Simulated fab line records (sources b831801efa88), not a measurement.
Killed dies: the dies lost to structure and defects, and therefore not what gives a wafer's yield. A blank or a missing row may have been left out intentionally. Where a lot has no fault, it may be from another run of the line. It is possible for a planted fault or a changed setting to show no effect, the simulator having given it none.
Which tool did it? | flow sky130 | at 1 step of a route of 708, 12 lots with 36 wafers sampled

## WHAT THE GAUGES SHOWED, per wafer
SKY_VIA1_RS_MEAS_22: measurement is done with a four-point probe.
lot  | measured     | on            | VIA1_W_RS (ohm/sq)
L075 | day 34 22:01 | film_metro-04 | 0.425 0.423 0.426
L077 | day 34 23:32 | film_metro-04 | 0.430 0.436 0.435
L079 | day 35 17:58 | film_metro-04 | 0.432 0.433 0.435
L081 | day 36 10:30 | film_metro-04 | 0.434 0.434 0.432
L083 | day 37 02:31 | film_metro-02 | 0.432 0.436 0.432
L085 | day 37 11:26 | film_metro-04 | 0.429 0.429 0.430
L087 | day 38 07:53 | film_metro-04 | 0.428 0.429 0.434
L089 | day 38 19:26 | film_metro-03 | 0.421 0.424 0.422
L093 | day 40 15:23 | film_metro-03 | 0.431 0.425 0.437
L091 | day 40 18:54 | film_metro-02 | 0.434 0.429 0.426
L092 | day 40 21:35 | film_metro-02 | 0.432 0.425 0.431
L097 | day 41 03:55 | film_metro-03 | 0.430 0.432 0.432

## WHICH TOOL RAN EACH LOT (tool, then ch and the chambers of the sampled wafers, then the start)
Before these readings, the record contains no process step.

## THE ANSWER, worked out from the rows above alone
Rule: what is usual is taken from the lots themselves. Put in order of their means at a reading, lots are off if they are a third of the lots or fewer, leave a main group of 4 or more, and stand apart from it by a gap of 3 or more times the standard deviation of the main group's means; of several such gaps the widest counts. If all means in a main group match to the digits the tables above print for the reading, that group is not used. Also off: a lot with no number at a reading for which 4 or more lots have one. The other lots that the step has rows for count as sound.
Nothing can be told from this: no lot is off at any reading shown.

## WHAT HAD BEEN PUT IN BY THE SIMULATOR
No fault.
